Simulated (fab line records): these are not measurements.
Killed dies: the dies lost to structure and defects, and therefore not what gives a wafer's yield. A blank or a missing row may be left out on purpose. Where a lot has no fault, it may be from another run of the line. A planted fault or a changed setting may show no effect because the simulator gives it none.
Matching of chambers | flow gf180mcu | GF_CONTACT_CMP_04 on cmp-01 has 4 sister chambers
The step polishes SiO2. 4 wafers are shown with their chamber, then 7 later ones without.

== WAFERS PAIRED WITH THEIR CHAMBERS ==
wafer  | chamber | motor-current-A (A)
L142.1 | 0       | 13.2
L146.6 | 3       | 9.2
L156.1 | 1       | 13.1
L156.2 | 2       | 13.6

== WAFERS WITHOUT THEIR CHAMBER ==
wafer  | motor-current-A (A)
L156.6 | 12.5
L158.1 | 13.5
L158.3 | 9.4
L158.4 | 13.2
L161.1 | 9.3
L161.4 | 12.7
L161.6 | 13.5

== EACH ONE'S CHAMBER ==
wafer  | from the rows above          | in truth
L156.6 | can't be placed: 1 or 0 or 2 | 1
L158.1 | can't be placed: 2 or 0 or 1 | 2
L158.3 | 3                            | 3
L158.4 | can't be placed: 0 or 1 or 2 | 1
L161.1 | 3                            | 3
L161.4 | can't be placed: 1 or 0 or 2 | 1
L161.6 | can't be placed: 2 or 0 or 1 | 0
Correctly placed: 2 of 7. Unplaceable from these rows: 5, with the true chamber sitting among the candidates in 5. Number placed wrongly: 0.
How it was worked out, from the rows above alone: a wafer's distance from a chamber is the root of the sum, over the readings, of the square of ((its reading less the chamber's mean) divided by the reading's scatter). The wafer belongs to the nearest chamber; if the next one is less than 2 further off, it can't be placed. The mean given for a chamber averages the wafers shown for that chamber. The scatter (one wafer shown for each chamber): square how far every hidden wafer sits from the nearest shown wafer, average those squares and take the square root.
